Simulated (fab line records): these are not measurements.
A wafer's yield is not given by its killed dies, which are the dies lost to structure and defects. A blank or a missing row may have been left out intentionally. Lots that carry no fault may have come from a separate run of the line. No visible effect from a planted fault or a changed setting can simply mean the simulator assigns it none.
Tool commonality check | flow sfqLine | Sample size 14 lots and 48 wafers

== REASON FOR OPENING ==
SFQ_M0_RS_MEAS_904, reading M0_NB_RS: flagged on 2 of 14 lots. Wafers without a fault read 0.893 ohm/sq, standard deviation 0.01.
Rule: a lot gets a flag if all its wafers with a number sit over 4 standard deviations from that mean, or if no wafer of it has a number. All remaining lots are regarded as sound.

lot  | measured    | on           | M0_NB_RS (ohm/sq), wafer by wafer   | flag
L466 | day 4 22:46 | filmMetro-01 | 0.906 0.906 0.910                   | 
L467 | day 5 01:10 | filmMetro-01 | 0.884 0.884 0.893                   | 
L469 | day 5 10:02 | filmMetro-03 | 0.895 0.885 0.889                   | 
L470 | day 5 11:06 | filmMetro-01 | 0.886 0.877 0.898                   | 
L472 | day 5 18:20 | filmMetro-01 | 0.889 0.886 0.864                   | 
L473 | day 5 20:45 | filmMetro-02 | 0.898 0.899 0.906                   | 
L476 | day 6 10:32 | filmMetro-02 | 0.913 0.908 0.920                   | 
L477 | day 6 14:44 | filmMetro-02 | 0.907 0.905 0.903                   | 
L478 | day 7 00:20 | filmMetro-03 | 0.903 0.886 0.891                   | 
L479 | day 7 06:23 | filmMetro-03 | 0.899 0.884 0.890                   | 
L480 | day 7 12:22 | filmMetro-01 | 0.892 0.879 0.892                   | 
L484 | day 8 07:30 | filmMetro-02 | 0.899 0.888 0.895                   | 
L485 | day 8 09:56 | filmMetro-03 | 0.727 0.726 0.726 0.727 0.723 0.727 | FLAGGED
L488 | day 9 15:31 | filmMetro-01 | 0.717 0.726 0.724 0.719 0.726 0.723 | FLAGGED
Average over the flagged lots: 0.724 ohm/sq; offset from the usual -0.169 ohm/sq, equal to -17 standard deviations.

== LOT BY LOT: THE TOOL USED ==
The record keeps 1 process step preceding the reading, out of 325 steps on the route. Every cell lists first the tool, next ch and the chambers used by the sampled wafers, and last the start.
lot  | flag    | SFQ_TRILAYER_M0_DEP_SPUTTER_019
L466 |         | pvdSputter-05, day 4 22:39
L467 |         | pvdSputter-03, day 5 01:03
L469 |         | pvdSputter-05, day 5 09:55
L470 |         | pvdSputter-03, day 5 10:57
L472 |         | pvdSputter-05, day 5 18:14
L473 |         | pvdSputter-05, day 5 20:38
L476 |         | pvdSputter-06, day 6 10:26
L477 |         | pvdSputter-06, day 6 14:38
L478 |         | pvdSputter-05, day 7 00:14
L479 |         | pvdSputter-06, day 7 06:15
L480 |         | pvdSputter-05, day 7 12:14
L484 |         | pvdSputter-06, day 8 07:24
L485 | FLAGGED | pvdSputter-05, day 8 09:49
L488 | FLAGGED | pvdSputter-05, day 9 15:23
What these steps do:
- SFQ_TRILAYER_M0_DEP_SPUTTER_019: material Nb, target thk 200 nm, time 133.3 s.
- SFQ_M0_RS_MEAS_904: measures by four-point-probe.

== FLAGGED OVER TOTAL, TOOL BY TOOL (the gauges that took the reading come last) ==
step                            | tool          | lots run | flagged | share of the flagged lots | sound lots run after its first flagged lot
SFQ_TRILAYER_M0_DEP_SPUTTER_019 | pvdSputter-03 | 2        | 0       | none                      | -
SFQ_TRILAYER_M0_DEP_SPUTTER_019 | pvdSputter-05 | 8        | 2       | all                       | 0
SFQ_TRILAYER_M0_DEP_SPUTTER_019 | pvdSputter-06 | 4        | 0       | none                      | -
SFQ_M0_RS_MEAS_904              | filmMetro-01  | 6        | 1       | some                      | 0
SFQ_M0_RS_MEAS_904              | filmMetro-02  | 4        | 0       | none                      | -
SFQ_M0_RS_MEAS_904              | filmMetro-03  | 4        | 1       | some                      | 0

== WHAT THE TABLE ALLOWS ==
In the table, 1 row covers all flagged lots: pvdSputter-05 at SFQ_TRILAYER_M0_DEP_SPUTTER_019.
- pvdSputter-05 at SFQ_TRILAYER_M0_DEP_SPUTTER_019: 2 of its 8 lots flagged. It ran its last sound lot, L480, at day 7 12:14 and its first flagged lot, L485, at day 8 09:49: a fault with its onset between the two fits.
Just one tool remains: pvdSputter-05 at SFQ_TRILAYER_M0_DEP_SPUTTER_019.

== WHAT THE SIMULATOR HAD INSERTED ==
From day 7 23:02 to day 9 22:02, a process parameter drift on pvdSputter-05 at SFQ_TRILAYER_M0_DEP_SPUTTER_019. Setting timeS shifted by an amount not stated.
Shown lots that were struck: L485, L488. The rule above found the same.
